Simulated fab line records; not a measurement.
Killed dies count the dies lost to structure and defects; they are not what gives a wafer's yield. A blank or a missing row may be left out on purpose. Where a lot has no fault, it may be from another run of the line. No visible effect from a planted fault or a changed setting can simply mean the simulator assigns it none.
What tool caused it? ; flow sky130 ; 6 lots with 18 wafers sampled at 3 steps, on a route of 708 steps

## WHAT THE GAUGES READ, wafer by wafer
SKY_CAP2M_THK_MEAS_04: measures by xrf.
lot;measured;on;CAP2M_TIN_THK (nm)
L123;day 40 05:51;filmMetro-04;198.8 203.6 199.2
L125;day 40 23:25;filmMetro-02;202.0 204.9 200.9
L135;day 43 21:13;filmMetro-02;204.3 200.5 199.9
L137;day 44 09:47;filmMetro-04;200.3 203.3 204.4
L140;day 45 01:46;filmMetro-04;197.9 197.4 199.7
L142;day 45 14:42;filmMetro-02;200.2 201.2 197.4

## WHICH TOOL RAN EACH LOT (tool, then ch and the chambers of the sampled wafers, then the start)
lot;SKY_SONOS_ONO_CVD_02;SKY_METAL2_SPUTTER_00
L123;lpcvd-02 ch 1, day 11 23:32;pvdSputter-03, day 34 12:38
L125;lpcvd-02 ch 0, day 12 17:47;pvdSputter-03, day 35 09:19
L135;lpcvd-02 ch 0, day 16 01:37;pvdSputter-03, day 38 15:50
L137;lpcvd-02 ch 1, day 16 17:35;pvdSputter-03, day 39 04:29
L140;lpcvd-02 ch 1, day 17 22:02;pvdSputter-03, day 39 23:02
L142;lpcvd-02 ch 1, day 18 14:47;pvdSputter-03, day 40 11:25
- SKY_SONOS_ONO_CVD_02: deposits Si3N4 from DCS/NH3, target thk 10.5 nm, time 180 s.
- SKY_METAL2_SPUTTER_00: material Ti, target thk 15 nm, time 10 s.

## THE ANSWER, worked out from the rows above alone
Rule: what is usual is taken from the lots themselves. Put in order of their means at a reading, lots are off if they are a third of the lots or fewer, leave a main group of 4 or more, and stand apart from it by a gap of 3 or more times the standard deviation of the main group's means; of several such gaps the widest counts. The tables above print the reading to a certain number of digits; a main group whose means all agree to those digits is not used. Also off: a lot with no number at a reading for which 4 or more lots have one. All remaining lots with rows at the step are treated as sound.
No lot is off on any of the readings shown, so nothing can be concluded from this.

## WHAT THE SIMULATOR HAD INSERTED
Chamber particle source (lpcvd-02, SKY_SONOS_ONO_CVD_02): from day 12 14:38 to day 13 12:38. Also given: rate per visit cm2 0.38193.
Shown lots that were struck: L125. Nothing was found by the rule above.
